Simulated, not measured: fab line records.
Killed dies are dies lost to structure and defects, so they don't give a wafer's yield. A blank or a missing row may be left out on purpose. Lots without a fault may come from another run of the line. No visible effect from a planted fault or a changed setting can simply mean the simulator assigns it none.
The same fault as seen by 2 desks | flow gf180mcu | what lay behind the numbers comes last; until then each desk has only its own

FROM THE METROLOGY DESK
Lot by lot, what the gauges showed, no matter which tool ran the lot: averages of those sampled wafers that carry a number. Marked OUT: a lot whose mean sits more than 4 standard deviations from the usual mean, which makes it out of limits; the brackets give that distance.
Columns: A = VT_IMPLANT_03_OVL at GF_VT_IMPLANT_OVL_MEAS_40, usual 0.1 nm
lot  | first seen here | A
L374 | day 7 14:59     | 0.7
L375 | day 7 19:58     | 0.6
L376 | day 8 03:25     | -2.0
L377 | day 8 10:29     | -1.4
L378 | day 8 17:26     | -0.6
L380 | day 9 03:11     | 1.1
L388 | day 11 10:14    | 1.7
L389 | day 11 17:49    | -0.3
L392 | day 12 11:23    | 0.6
L394 | day 13 05:50    | 0.8
L395 | day 13 11:20    | -0.6
L396 | day 13 19:34    | 1.6
L397 | day 13 21:29    | 0.1
This desk's verdict: no lot among the 13 shows anything out of limits.

DESK OF THE TOOL OWNER: rie si-02
The tool's own readings at GF_STI_ETCH_14 (etches Si in HBr/Cl2/O2, target depth 360 nm, time 102.9 s): means of the sampled wafers that have a number, for each lot that ran on this tool. Marked OUT: a lot whose mean sits more than 4 standard deviations from the usual mean, which makes it out of limits; the brackets give that distance.
Columns: A = drypump motor current A at GF_STI_ETCH_14, usual 5.9 A; B = oes product au at GF_STI_ETCH_14, usual 1.007 a.u.; C = rf fwd power W at GF_STI_ETCH_14, usual 596.7 W; D = throttle valve pct at GF_STI_ETCH_14, usual 25.651 %
lot  | first seen here | A   | B     | C               | D
L374 | day 2 02:26     | 5.9 | 1.008 | 598.2           | 25.656
L376 | day 2 13:47     | 5.8 | 1.002 | 597.1           | 25.655
L377 | day 2 16:38     | 5.7 | 0.999 | 597.2           | 25.657
L378 | day 2 22:17     | 5.5 | 0.954 | 499.1 (-49) OUT | 25.679
L380 | day 3 08:44     | 5.8 | 0.968 | 500.6 (-48) OUT | 25.677
L392 | day 5 22:35     | 5.9 | 1.006 | 599.2           | 25.655
L397 | day 6 23:23     | 5.8 | 1.016 | 599.3           | 25.649
This desk's finding: out of limits on L378, L380; first on L378, day 2 22:17 (rf fwd power W at GF_STI_ETCH_14). L374, L376, L377, L392, L397 stayed within limits.

ALL TOGETHER
At day 2 22:17, on L378, L380, the tool owner's desk was in a position to raise an alarm.
Nothing out of limits was seen by the metrology desk.
The metrology desk holds a record of L378, L380, inside its limits.
All the named lots went through GF_STI_ETCH_14 on rie si-02.

WHAT THE SIMULATOR PUT IN
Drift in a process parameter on rie si-02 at GF_STI_ETCH_14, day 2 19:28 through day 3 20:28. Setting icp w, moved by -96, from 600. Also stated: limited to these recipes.
Struck lots among those shown: L378, L380.
Hours from the fault's start to each desk's first reading out of limits: the tool owner's desk, 3.
